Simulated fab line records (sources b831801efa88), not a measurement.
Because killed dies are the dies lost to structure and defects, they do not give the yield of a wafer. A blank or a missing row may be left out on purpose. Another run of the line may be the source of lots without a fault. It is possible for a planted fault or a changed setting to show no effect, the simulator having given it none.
Check for tools in common + flow gf180mcu + Sample size 14 lots and 48 wafers

== WHAT PROMPTED THE OPENING ==
On 2 of the 14 lots, a flag is raised at GF_M2_CD_MEAS_14 on the reading cd_nm. Wafers without a fault read 279.9 nm, standard deviation 1.1.
Rule: a lot is flagged in two cases, either no wafer of it has a number, or all its wafers with numbers fall more than 4 standard deviations from that mean. The rest of the lots are taken to be sound.

| lot  | measured     | on        | cd_nm (nm), wafer by wafer          | flag    |
|------|--------------|-----------|-------------------------------------|---------|
| L869 | day 18 20:24 | cd_sem-02 | 280.3 279.9 279.9                   |         |
| L870 | day 19 06:31 | cd_sem-02 | 278.9 278.9 280.1                   |         |
| L871 | day 20 01:44 | cd_sem-02 | 280.7 280.6 280.2                   |         |
| L873 | day 20 21:01 | cd_sem-01 | 280.6 280.9 280.4                   |         |
| L875 | day 21 18:20 | cd_sem-02 | 280.3 280.0 279.5                   |         |
| L876 | day 22 08:35 | cd_sem-02 | 280.7 280.4 279.8                   |         |
| L877 | day 22 09:04 | cd_sem-01 | 279.8 279.8 280.5                   |         |
| L878 | day 22 13:25 | cd_sem-02 | 279.8 278.7 279.7                   |         |
| L879 | day 22 20:46 | cd_sem-01 | 324.6 325.8 324.2 324.4 325.6 323.4 | FLAGGED |
| L883 | day 24 06:47 | cd_sem-01 | 283.0 281.9 281.0                   |         |
| L885 | day 25 02:39 | cd_sem-01 | 312.3 312.7 313.4 312.3 313.1 313.6 | FLAGGED |
| L890 | day 26 14:56 | cd_sem-01 | 280.4 279.0 279.7                   |         |
| L891 | day 26 19:49 | cd_sem-02 | 281.3 281.0 280.5                   |         |
| L892 | day 26 23:12 | cd_sem-01 | 281.3 281.5 282.0                   |         |
The mean of the flagged lots' numbers is 318.8 nm, +38.9 nm from the usual (+35 standard deviations).

== WHICH TOOL EACH LOT WENT THROUGH ==
The record holds 2 process steps before the reading, out of a route of 602 steps. Every cell lists first the tool, next ch and the chambers used by the sampled wafers, and last the start.
| lot  | flag    | GF_V1_SPUTTER_22             | GF_M2_EXPOSE_11                   |
|------|---------|------------------------------|-----------------------------------|
| L869 |         | pvd_sputter-04, day 17 19:26 | krf_scanner-02 ch 0, day 18 08:05 |
| L870 |         | pvd_sputter-03, day 18 05:50 | krf_scanner-02 ch 0, day 18 18:43 |
| L871 |         | pvd_sputter-02, day 19 00:41 | krf_scanner-01 ch 0, day 19 13:50 |
| L873 |         | pvd_sputter-03, day 19 19:44 | krf_scanner-02 ch 0, day 20 08:41 |
| L875 |         | pvd_sputter-04, day 20 16:55 | krf_scanner-02 ch 0, day 21 06:25 |
| L876 |         | pvd_sputter-04, day 21 07:47 | krf_scanner-01 ch 0, day 21 20:39 |
| L877 |         | pvd_sputter-03, day 21 07:55 | krf_scanner-02 ch 0, day 21 21:16 |
| L878 |         | pvd_sputter-02, day 21 13:19 | krf_scanner-01 ch 0, day 22 02:11 |
| L879 | FLAGGED | pvd_sputter-02, day 21 21:26 | krf_scanner-01 ch 0, day 22 09:49 |
| L883 |         | pvd_sputter-04, day 23 08:03 | krf_scanner-02 ch 0, day 23 20:13 |
| L885 | FLAGGED | pvd_sputter-02, day 24 04:11 | krf_scanner-01 ch 0, day 24 16:25 |
| L890 |         | pvd_sputter-04, day 25 18:05 | krf_scanner-02 ch 0, day 26 05:06 |
| L891 |         | pvd_sputter-02, day 25 22:22 | krf_scanner-02 ch 0, day 26 09:23 |
| L892 |         | pvd_sputter-03, day 26 00:43 | krf_scanner-02 ch 0, day 26 12:27 |
What the steps here do:
- GF_V1_SPUTTER_22: material TiN, target thk 10 nm, time 40 s.
- GF_M2_EXPOSE_11: exposes mask Metal2, target cd 280 nm.
- GF_M2_CD_MEAS_14: target cd 280 nm.

== FLAGGED OVER TOTAL, TOOL BY TOOL (the gauges that took the reading come last) ==
| step             | tool           | lots run | flagged | share of the flagged lots | sound lots run after its first flagged lot |
|------------------|----------------|----------|---------|---------------------------|--------------------------------------------|
| GF_V1_SPUTTER_22 | pvd_sputter-02 | 5        | 2       | all                       | 1 (L891)                                   |
| GF_V1_SPUTTER_22 | pvd_sputter-03 | 4        | 0       | none                      | -                                          |
| GF_V1_SPUTTER_22 | pvd_sputter-04 | 5        | 0       | none                      | -                                          |
| GF_M2_EXPOSE_11  | krf_scanner-01 | 5        | 2       | all                       | 0                                          |
| GF_M2_EXPOSE_11  | krf_scanner-02 | 9        | 0       | none                      | -                                          |
| GF_M2_CD_MEAS_14 | cd_sem-01      | 7        | 2       | all                       | 3 (L883,L890,L892)                         |
| GF_M2_CD_MEAS_14 | cd_sem-02      | 7        | 0       | none                      | -                                          |

== WHAT IS ALLOWED BY THE TABLE ==
Rows of the table that ran every flagged lot, 3 in all: pvd_sputter-02 at GF_V1_SPUTTER_22, krf_scanner-01 at GF_M2_EXPOSE_11, cd_sem-01 at GF_M2_CD_MEAS_14.
- pvd_sputter-02 at GF_V1_SPUTTER_22 ran 5 lots, 2 of them flagged. Sound lots followed the first flagged one (L891) on it, something a lasting fault affecting the whole tool could not allow.
- krf_scanner-01 at GF_M2_EXPOSE_11 ran 5 lots, 2 of them flagged. It ran its last sound lot, L878, at day 22 02:11 and its first flagged lot, L879, at day 22 09:49: a fault with its onset between the two fits. Its own readings lie more than 4 standard deviations out on every wafer of the flagged lots: exposure_dose_mJ_cm2.
- cd_sem-01 at GF_M2_CD_MEAS_14 ran 7 lots, 2 of them flagged. Sound lots followed the first flagged one (L883, L890, L892) on it, something a lasting fault affecting the whole tool could not allow.
One tool is left: krf_scanner-01 at GF_M2_EXPOSE_11.

== WHAT THE SIMULATOR PUT IN ==
Process parameter drift: krf_scanner-01, from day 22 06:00 on, at GF_M2_EXPOSE_11. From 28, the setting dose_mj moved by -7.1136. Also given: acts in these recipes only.
Lots struck among those shown: L879, L885. The rule above reached the same finding.
